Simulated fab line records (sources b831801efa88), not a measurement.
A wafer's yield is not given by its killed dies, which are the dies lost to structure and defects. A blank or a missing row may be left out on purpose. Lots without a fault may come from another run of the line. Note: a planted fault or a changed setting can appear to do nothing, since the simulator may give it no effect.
What tool caused it? -- flow gf180mcu -- Sampling: 15 lots, 45 wafers, 5 of 602 route steps

## WHAT THE GAUGES READ, wafer by wafer
GF_CONTACT_BOW_MEAS_05.
lot,measured,on,CONTACT_BOW (um)
L279,day 16 05:46,film metro-01,65 65 64
L282,day 17 10:38,film metro-04,62 59 54
L284,day 18 02:43,film metro-01,70 70 64
L285,day 18 09:26,film metro-02,66 59 64
L286,day 18 21:22,film metro-04,70 74 68
L288,day 19 14:14,film metro-02,50 67 68
L289,day 20 02:15,film metro-02,69 82 73
L290,day 20 06:07,film metro-04,74 67 54
L291,day 20 18:29,film metro-01,70 54 61
L293,day 21 12:43,film metro-04,55 62 64
L294,day 21 17:55,film metro-02,71 49 56
L296,day 22 10:56,film metro-02,55 61 47
L297,day 22 16:28,film metro-02,71 70 69
L298,day 22 20:34,film metro-01,67 70 67
L299,day 23 09:55,film metro-02,67 62 73

GF_CONTACT_OVL_MEAS_15.
lot,measured,on,CONTACT_OVL (nm)
L279,day 17 04:16,overlay-01,-7 -7 -2
L282,day 18 09:53,overlay-02,-5 0 -3
L284,day 19 02:11,overlay-01,5 8 -7
L285,day 19 09:49,overlay-02,-1 -3 5
L286,day 19 21:24,overlay-01,-2 -2 -5
L288,day 20 15:13,overlay-02,-2 10 9
L289,day 21 02:23,overlay-02,-12 -12 0
L290,day 21 05:46,overlay-01,4 4 1
L291,day 21 18:07,overlay-01,2 6 0
L293,day 22 12:38,overlay-01,-2 1 3
L294,day 22 17:25,overlay-01,-2 1 -12
L296,day 23 09:40,overlay-02,-3 -1 1
L297,day 23 15:44,overlay-01,1 -1 6
L298,day 23 19:50,overlay-01,-4 -5 -5
L299,day 24 09:08,overlay-02,2 0 6

GF_V1_BOW_MEAS_05.
lot,measured,on,V1_BOW (um)
L279,day 18 06:58,film metro-03,88 87 89
L282,day 19 12:28,film metro-03,81 79 73
L284,day 20 05:16,film metro-04,58 60 54
L285,day 20 13:31,film metro-04,53 47 51
L286,day 20 23:46,film metro-04,58 63 56
L288,day 21 17:29,film metro-04,68 85 84
L289,day 22 05:05,film metro-04,86 98 89
L290,day 22 07:36,film metro-02,89 83 69
L291,day 22 20:18,film metro-04,90 75 80
L293,day 23 14:15,film metro-04,68 76 78
L294,day 23 18:41,film metro-04,86 67 70
L296,day 24 10:41,film metro-02,71 77 62
L297,day 24 16:20,film metro-04,88 86 88
L298,day 24 21:14,film metro-03,89 94 88
L299,day 25 09:28,film metro-02,81 73 85

## WHICH TOOL RAN EACH LOT (tool, then ch and the chambers of the sampled wafers, then the start)
lot,GF_CONTACT_SPUTTER_22,GF_V1_CVD_00
L279,"pvd sputter-03, day 17 04:46","hdpcvd-01 ch 0,1,2, day 18 06:22"
L282,"pvd sputter-01, day 18 10:24","hdpcvd-02 ch 0,1,2, day 19 11:53"
L284,"pvd sputter-03, day 19 02:40","hdpcvd-01 ch 0,1,2, day 20 04:36"
L285,"pvd sputter-02, day 19 10:19","hdpcvd-02 ch 0,1,2, day 20 12:58"
L286,"pvd sputter-01, day 19 21:54","hdpcvd-01 ch 0,2, day 20 23:13"
L288,"pvd sputter-03, day 20 15:43","hdpcvd-02 ch 1,2, day 21 16:54"
L289,"pvd sputter-02, day 21 02:52","hdpcvd-01 ch 0,1,2, day 22 04:30"
L290,"pvd sputter-02, day 21 06:16","hdpcvd-01 ch 0,1,2, day 22 06:54"
L291,"pvd sputter-01, day 21 18:37","hdpcvd-02 ch 1,2, day 22 19:43"
L293,"pvd sputter-03, day 22 13:08","hdpcvd-02 ch 0,1, day 23 13:39"
L294,"pvd sputter-03, day 22 17:55","hdpcvd-02 ch 0,1, day 23 18:03"
L296,"pvd sputter-03, day 23 10:10","hdpcvd-01 ch 0,1, day 24 10:07"
L297,"pvd sputter-03, day 23 16:14","hdpcvd-01 ch 1,2, day 24 15:46"
L298,"pvd sputter-01, day 23 20:20","hdpcvd-01 ch 0,2, day 24 20:40"
L299,"pvd sputter-02, day 24 09:38","hdpcvd-02 ch 0,1,2, day 25 08:55"
- GF_CONTACT_SPUTTER_22: material Ti, target thk 15 nm, time 80.02 s.
- GF_V1_CVD_00: deposits SiO2, target thk 600 nm, time 100 s.

## WHAT THE TOOLS THEMSELVES READ (means of the sampled wafers that have a number; where no wafer has one, the mark that the record gives instead)
GF_CONTACT_SPUTTER_22.
lot,tool,substrate temp c (C),throttle valve pct (%)
L279,pvd sputter-03,200.20,28.6
L282,pvd sputter-01,200.05,29.6
L284,pvd sputter-03,200.07,29.1
L285,pvd sputter-02,199.87,30.5
L286,pvd sputter-01,199.78,29.3
L288,pvd sputter-03,200.07,28.4
L289,pvd sputter-02,200.04,30.7
L290,pvd sputter-02,200.09,31.3
L291,pvd sputter-01,200.03,30.3
L293,pvd sputter-03,199.99,29.2
L294,pvd sputter-03,200.00,28.5
L296,pvd sputter-03,200.00,29.4
L297,pvd sputter-03,199.94,28.9
L298,pvd sputter-01,199.94,30.6
L299,pvd sputter-02,199.98,30.7

GF_V1_CVD_00.
lot,tool,pressure mtorr (mTorr),run length s (s)
L279,hdpcvd-01,6.007,128.0
L282,hdpcvd-02,6.004,128.0
L284,hdpcvd-01,-,-
L285,hdpcvd-02,-,-
L286,hdpcvd-01,-,-
L288,hdpcvd-02,5.995,128.2
L289,hdpcvd-01,5.993,127.7
L290,hdpcvd-01,6.003,127.7
L291,hdpcvd-02,6.012,128.0
L293,hdpcvd-02,6.006,128.0
L294,hdpcvd-02,5.993,127.7
L296,hdpcvd-01,6.012,127.9
L297,hdpcvd-01,6.001,128.1
L298,hdpcvd-01,5.984,127.7
L299,hdpcvd-02,6.009,127.6

## THE ANSWER, worked out from the rows above alone
Rule: usual is defined by the lots themselves. Put in order of their means at a reading, lots are off if they are a third of the lots or fewer, leave a main group of 4 or more, and stand apart from it by a gap of 3 or more times the standard deviation of the main group's means; of several such gaps the widest counts. Not used: any main group whose means are identical at the precision the tables above print for the reading. A lot without any number at a reading at which 4 lots or more have one is off too. The other lots that the step has rows for count as sound. Order of review: gauges by route order, followed by the tools' own readings, for which a lot's mean as printed above is used. The first step at which some lot is off is used, and at that step the reading that is off furthest; a lot without a number counts as furthest.
Off: L284, L285, L286 (GF_V1_CVD_00, pressure mtorr). Without a number there: L284, L285, L286. Main group: mean 6.002 mTorr, sd 0.0083.
If a tool, at that step or one of the process steps before it, ran each lot that is off and ran no sound lot following the first of them, it fits. None of those tried fits.

## WHAT THE SIMULATOR HAD INSERTED
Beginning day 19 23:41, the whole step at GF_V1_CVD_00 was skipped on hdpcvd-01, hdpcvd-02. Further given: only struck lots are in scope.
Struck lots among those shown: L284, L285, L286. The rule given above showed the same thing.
